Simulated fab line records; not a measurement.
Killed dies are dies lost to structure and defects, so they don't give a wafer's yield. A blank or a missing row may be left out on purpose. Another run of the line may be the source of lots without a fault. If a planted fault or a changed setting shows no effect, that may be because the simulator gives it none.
Chamber matching + flow gf180mcu + GF_CONTACT_ETCH_16 on rie-diel-02: 4 sister chambers
The step etches BARC in N2/H2. 16 wafers are shown with their chamber, then 8 later ones without.

## WAFERS PAIRED WITH THEIR CHAMBERS
| wafer  | chamber | drypump-motor-current-A (A) | throttle-valve-pct (%) | oes-product-au (a.u.) |
|--------|---------|-----------------------------|------------------------|-----------------------|
| L997.4 | 2       | 5.7                         | 13.217                 | 0.847                 |
| L997.5 | 0       | 6.1                         | 13.221                 | 0.853                 |
| L997.6 | 1       | 5.8                         | 13.216                 | 0.850                 |
| L998.1 | 2       | 5.7                         | 13.229                 | 0.852                 |
| L998.2 | 0       | 6.1                         | 13.233                 | 0.857                 |
| L998.6 | 1       | 5.9                         | 13.224                 | 0.855                 |
| L101.2 | 0       | 6.1                         | 13.218                 | 0.847                 |
| L101.3 | 2       | 5.7                         | 13.221                 | 0.849                 |
| L101.5 | 3       | 6.0                         | 13.218                 | 0.849                 |
| L111.1 | 2       | 5.7                         | 13.216                 | 0.856                 |
| L111.2 | 0       | 6.1                         | 13.222                 | 0.848                 |
| L111.3 | 1       | 5.9                         | 13.244                 | 0.854                 |
| L112.2 | 1       | 5.9                         | 13.239                 | 0.847                 |
| L112.5 | 1       | 5.8                         | 13.222                 | 0.851                 |
| L112.6 | 0       | 6.1                         | 13.217                 | 0.845                 |
| L114.2 | 0       | 6.1                         | 13.218                 | 0.856                 |

SIGNATURES (means of the wafers above)
| reading                 | chamber 0 | chamber 1 | chamber 2 | chamber 3 | scatter within a chamber |
|-------------------------|-----------|-----------|-----------|-----------|--------------------------|
| drypump-motor-current-A | 6.100     | 5.860     | 5.700     | 6.000     | 0.0316                   |
| throttle-valve-pct      | 13.22150  | 13.22900  | 13.22075  | 13.21800  | 0.00842                  |
| oes-product-au          | 0.85100   | 0.85140   | 0.85100   | 0.84900   | 0.00422                  |
Rule: for each reading, subtract the chamber's mean from the wafer's reading, divide by that reading's scatter and square the result; add these up over the readings and take the root, which gives the wafer's distance from the chamber. If the next closest chamber is less than 2 further off than the closest, the wafer can't be placed; otherwise it belongs to the closest. How the scatter is found: for the shown wafers, subtract from each reading the mean of its chamber, square and add these, divide the total by (wafers less chambers), then take the root.

## WAFERS WHOSE CHAMBER IS MISSING
| wafer  | drypump-motor-current-A (A) | throttle-valve-pct (%) | oes-product-au (a.u.) |
|--------|-----------------------------|------------------------|-----------------------|
| L114.5 | 5.8                         | 13.217                 | 0.861                 |
| L114.6 | 5.7                         | 13.233                 | 0.854                 |
| L116.1 | 6.1                         | 13.223                 | 0.854                 |
| L116.2 | 5.7                         | 13.225                 | 0.855                 |
| L116.6 | 6.1                         | 13.230                 | 0.853                 |
| L118.2 | 6.1                         | 13.226                 | 0.855                 |
| L118.3 | 6.1                         | 13.222                 | 0.862                 |
| L118.5 | 6.0                         | 13.228                 | 0.853                 |

## WHICH CHAMBER EACH WENT THROUGH
| wafer  | from the rows above     | in truth |
|--------|-------------------------|----------|
| L114.5 | can't be placed: 1 or 2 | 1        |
| L114.6 | 2                       | 2        |
| L116.1 | 0                       | 0        |
| L116.2 | 2                       | 2        |
| L116.6 | 0                       | 0        |
| L118.2 | 0                       | 0        |
| L118.3 | can't be placed: 0 or 3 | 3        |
| L118.5 | can't be placed: 3 or 0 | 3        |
Placed correctly: 5 of 8. From these rows, 3 cannot be placed; in 3 the true chamber is one of the candidates. 0 placed wrongly.
